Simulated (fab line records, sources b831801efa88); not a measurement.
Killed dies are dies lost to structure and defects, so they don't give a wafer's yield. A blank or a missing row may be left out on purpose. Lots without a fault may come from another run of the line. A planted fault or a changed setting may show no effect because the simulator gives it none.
One fault seen from 2 desks | flow sky130 | each desk has only its own numbers; what lay behind them comes last

THE METROLOGY DESK
What the gauges read, lot by lot, whatever tool the lot ran on: means of the sampled wafers that have a number. A lot is out of limits, marked OUT, if its mean lies more than 4 standard deviations from the usual mean; the brackets give that distance.
Columns: A = VT_ADJUST_LVTN_TW at SKY_VT_ADJUST_LVTN_TW_MEAS_10, usual 239.5; B = LDD_N_OVL at SKY_LDD_N_OVL_MEAS_07, usual -1.1 nm
lot  | first seen here | A     | B
L558 | day 7 06:52     | 239.7 | -1.9
L559 | day 7 18:25     | 238.0 | -1.6
L560 | day 7 23:00     | 240.0 | 0.0
L561 | day 8 07:12     | 238.0 | -0.0
L563 | day 8 15:10     | 240.3 | -3.2
L571 | day 10 19:04    | 239.2 | 48.3 (+38) OUT
L572 | day 11 00:13    | 239.1 | 48.8 (+38) OUT
L573 | day 11 08:51    | 237.6 | 47.2 (+37) OUT
L574 | day 11 15:32    | 238.1 | 49.4 (+39) OUT
L577 | day 12 10:08    | 239.3 | 0.0
L579 | day 13 05:12    | 240.3 | -2.0
L580 | day 13 06:27    | 240.1 | -1.3
This desk's finding: out of limits on L571, L572, L573, L574; first on L571, day 23 10:24 (LDD_N_OVL at SKY_LDD_N_OVL_MEAS_07). In limits: L558, L559, L560, L561, L563, L577, L579, L580.

THE TOOL OWNER'S DESK: iline_stepper-01
The tool's own readings at SKY_LDD_N_EXPOSE_04 (exposes mask NTM, target cd 840 nm): means of the sampled wafers that have a number, for each lot that ran on this tool. A lot is out of limits, marked OUT, if its mean lies more than 4 standard deviations from the usual mean; the brackets give that distance.
Columns: A = focus_offset_nm at SKY_LDD_N_EXPOSE_04, usual 0.0 nm
lot  | first seen here | A
L558 | day 18 03:29    | -0.7
L561 | day 19 07:53    | -0.1
L571 | day 22 18:53    | -0.4
L572 | day 22 19:00    | 0.6
L573 | day 23 13:49    | 0.8
L574 | day 23 16:34    | 0.8
This desk's finding: nothing out of limits on any of the 6 lots.

PUT TOGETHER
The metrology desk could have raised an alarm at day 23 10:24, on L571, L572, L573, L574.
The tool owner's desk saw nothing out of limits.
The tool owner's desk has L571, L572, L573, L574 on record, within its limits.
Of the lots named, all ran SKY_LDD_N_EXPOSE_04 on iline_stepper-01.

WHAT THE SIMULATOR HAD PUT IN
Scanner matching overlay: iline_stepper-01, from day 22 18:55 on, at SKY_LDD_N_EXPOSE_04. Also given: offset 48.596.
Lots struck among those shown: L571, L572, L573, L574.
Hours from the fault's start to each desk's first reading out of limits: the metrology desk, 15.
